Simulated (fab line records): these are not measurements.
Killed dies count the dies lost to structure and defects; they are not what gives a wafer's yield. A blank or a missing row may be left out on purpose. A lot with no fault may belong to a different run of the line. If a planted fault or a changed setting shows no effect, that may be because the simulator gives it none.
The tool behind it: which one?	flow sky130	39 wafers from 13 lots sampled at 5 of the route's 708 steps

## WHAT THE GAUGES READ, wafer by wafer
SKY_VT_ADJUST_LVTN_OVL_MEAS_18. Usual: VT_ADJUST_LVTN_01_OVL typically reads 2.1 nm, with standard deviation 1.6.
lot	measured	on	VT_ADJUST_LVTN_01_OVL (nm)	flag
L792	day 7 19:26	overlay-01	5.8 3.2 3.5	
L794	day 8 07:31	overlay-02	0.4 1.9 3.5	
L795	day 8 09:49	overlay-01	2.2 1.3 0.4	
L796	day 8 22:37	overlay-02	1.9 2.2 0.6	
L797	day 9 04:46	overlay-02	5.8 4.1 4.1	
L798	day 9 12:01	overlay-02	3.5 3.2 3.4	
L799	day 9 16:49	overlay-02	2.3 3.5 3.2	
L802	day 10 11:43	overlay-01	2.6 2.8 1.7	
L806	day 11 14:01	overlay-02	2.7 3.1 1.9	
L807	day 11 22:22	overlay-02	1.5 -0.3 2.0	
L808	day 12 03:43	overlay-01	-0.3 1.0 1.2	
L809	day 12 10:10	overlay-02	3.7 3.0 2.8	
L815	day 14 03:46	overlay-02	3.0 3.1 3.4	

SKY_VT_ADJUST_PCH_TW_MEAS_10. Usual: VT_ADJUST_PCH_TW typically reads 142.9, with standard deviation 0.86.
lot	measured	on	VT_ADJUST_PCH_TW	flag
L792	day 10 12:10	film_metro-03	143.5 144.0 143.8	
L794	day 11 01:06	film_metro-03	143.9 144.8 145.1	
L795	day 11 03:49	film_metro-02	141.6 141.3 142.0	
L796	day 11 18:30	film_metro-03	144.9 144.3 143.9	
L797	day 12 01:39	film_metro-02	142.4 142.6 142.5	
L798	day 12 10:18	film_metro-02	142.6 142.7 143.1	
L799	day 12 14:42	film_metro-02	143.2 142.2 142.3	
L802	day 13 10:21	film_metro-04	142.6 142.8 142.1	
L806	day 14 15:43	film_metro-02	143.8 142.0 142.8	
L807	day 15 00:09	film_metro-02	140.8 141.6 141.4	
L808	day 15 07:34	film_metro-02	141.7 140.5 140.7	
L809	day 15 14:10	film_metro-04	142.7 142.4 143.0	
L815	day 17 14:13	film_metro-04	143.1 143.3 142.1	

SKY_GATE_OXIDE_TW_MEAS_14. Usual: GATE_OXIDE_TW typically reads 224.4, with standard deviation 1.2.
lot	measured	on	GATE_OXIDE_TW	flag
L792	day 13 21:19	film_metro-02	223.5 223.7 223.9	
L794	day 14 16:19	film_metro-01	224.0 225.6 225.0	
L795	day 14 16:32	film_metro-03	224.4 224.5 224.7	
L796	day 15 11:31	film_metro-02	221.7 223.7 220.7	
L797	day 15 14:04	film_metro-03	224.6 225.6 224.9	
L798	day 15 23:04	film_metro-03	225.3 225.7 224.1	
L799	day 16 02:09	film_metro-03	224.3 226.2 225.5	
L802	day 17 01:06	film_metro-01	223.7 225.1 224.3	
L806	day 18 12:28	film_metro-02	223.3 222.8 224.2	
L807	day 18 22:51	film_metro-01	232.6 233.2 233.1	OFF
L808	day 19 07:34	film_metro-02	230.7 229.5 230.0	OFF
L809	day 19 17:58	film_metro-02	231.8 231.0 232.1	OFF
L815	day 21 20:56	film_metro-02	222.7 223.1 222.6	

## TOOL THAT RAN EACH LOT (tool first, then ch and the chambers of the sampled wafers, then the start)
lot	SKY_VT_ADJUST_PCH_STRIP_09	SKY_GATE_OXIDE_IMPLANT_11
L792	plasma_asher-04 ch 0,1, day 10 12:05	implanter-01 ch 0, day 13 21:00
L794	plasma_asher-03 ch 0,1, day 11 01:00	implanter-04 ch 0, day 14 15:57
L795	plasma_asher-03 ch 0,1, day 11 03:42	implanter-03 ch 0, day 14 16:11
L796	plasma_asher-01 ch 0,1, day 11 18:24	implanter-03 ch 0, day 15 11:04
L797	plasma_asher-03 ch 0,1, day 12 01:33	implanter-03 ch 0, day 15 13:41
L798	plasma_asher-03 ch 0,1, day 12 10:12	implanter-04 ch 0, day 15 22:43
L799	plasma_asher-03 ch 0,1, day 12 14:36	implanter-04 ch 0, day 16 01:41
L802	plasma_asher-03 ch 0,1, day 13 10:15	implanter-01 ch 0, day 17 00:45
L806	plasma_asher-04 ch 0, day 14 15:36	implanter-01 ch 0, day 18 12:07
L807	plasma_asher-04 ch 0,1, day 15 00:03	implanter-01 ch 0, day 18 22:29
L808	plasma_asher-03 ch 0,1, day 15 07:27	implanter-01 ch 0, day 19 07:14
L809	plasma_asher-04 ch 0,1, day 15 14:04	implanter-01 ch 0, day 19 17:38
L815	plasma_asher-01 ch 0,1, day 17 14:06	implanter-04 ch 0, day 21 20:35
- SKY_VT_ADJUST_PCH_STRIP_09: strips in O2/N2.
- SKY_GATE_OXIDE_IMPLANT_11

## WHAT THE TOOLS THEMSELVES READ (means of the sampled wafers that have a number; where no wafer has one, the mark that the record gives instead)
SKY_VT_ADJUST_PCH_STRIP_09. Usual: drypump_motor_current_A 5.4 A, standard deviation 0.39; oes_product_au 0.723 a.u., standard deviation 0.0046; strip_time_to_endpoint_s 36.91 s, standard deviation 0.11.
lot	tool	drypump_motor_current_A (A)	oes_product_au (a.u.)	strip_time_to_endpoint_s (s)	flag
L792	plasma_asher-04	5.2	0.725	36.93	
L794	plasma_asher-03	5.8	0.724	36.92	
L795	plasma_asher-03	5.6	0.728	36.78	
L796	plasma_asher-01	5.1	0.723	36.97	
L797	plasma_asher-03	5.8	0.725	36.76	
L798	plasma_asher-03	5.8	0.722	36.93	
L799	plasma_asher-03	5.6	0.715	36.93	
L802	plasma_asher-03	5.6	0.724	36.91	
L806	plasma_asher-04	5.1	0.723	37.02	
L807	plasma_asher-04	5.3	0.717	37.04	
L808	plasma_asher-03	5.8	0.724	36.83	
L809	plasma_asher-04	5.2	0.721	37.04	
L815	plasma_asher-01	5.0	0.720	36.84	

SKY_GATE_OXIDE_IMPLANT_11. Usual: beam_energy_keV 10.000, standard deviation 0.0033.
lot	tool	beam_energy_keV	flag
L792	implanter-01	9.999	
L794	implanter-04	9.998	
L795	implanter-03	9.997	
L796	implanter-03	9.998	
L797	implanter-03	9.998	
L798	implanter-04	10.000	
L799	implanter-04	9.996	
L802	implanter-01	10.001	
L806	implanter-01	9.998	
L807	implanter-01	11.641	OFF
L808	implanter-01	11.636	OFF
L809	implanter-01	11.642	OFF
L815	implanter-04	9.999	

## THE ANSWER, worked out from the rows above alone
Rule: lot off if the mean of its wafers having a number is beyond 3 standard deviations from the usual mean. A lot without any number at a reading at which 4 lots or more have one is off too. Where the step has rows for the other lots, those lots are counted as sound. Order of review: gauges by route order, followed by the tools' own readings, for which a lot's mean as printed above is used. The first step at which some lot is off is used, and at that step the reading that is off furthest; a lot without a number counts as furthest.
Off: at SKY_GATE_OXIDE_TW_MEAS_14 (GATE_OXIDE_TW), L807, L808, L809.
If a tool, at a process step before that reading, ran all the lots that are off and no sound lot after the first of them, it fits. Not tried: the gauges at SKY_GATE_OXIDE_TW_MEAS_14; whatever is off there is also off at SKY_GATE_OXIDE_IMPLANT_11, on other tools, and gauge error can't account for it. One candidate fits, namely implanter-01 at SKY_GATE_OXIDE_IMPLANT_11. A fault onset in the window from L806 (day 18 12:07, its last sound lot) to L807 (day 18 22:29, its first lot off) fits.
On the lots that are off, the tool's own readings at SKY_GATE_OXIDE_IMPLANT_11 differ by more than 5 times the standard deviation of the sound lots' means, which bears it out; beam_energy_keV reads 11.640 there versus 9.998 on the sound lots.

## WHAT WAS PUT IN BY THE SIMULATOR
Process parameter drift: implanter-01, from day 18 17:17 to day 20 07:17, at SKY_GATE_OXIDE_IMPLANT_11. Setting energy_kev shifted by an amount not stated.
Lots struck among those shown: L807, L808, L809. Same finding as the rule above.
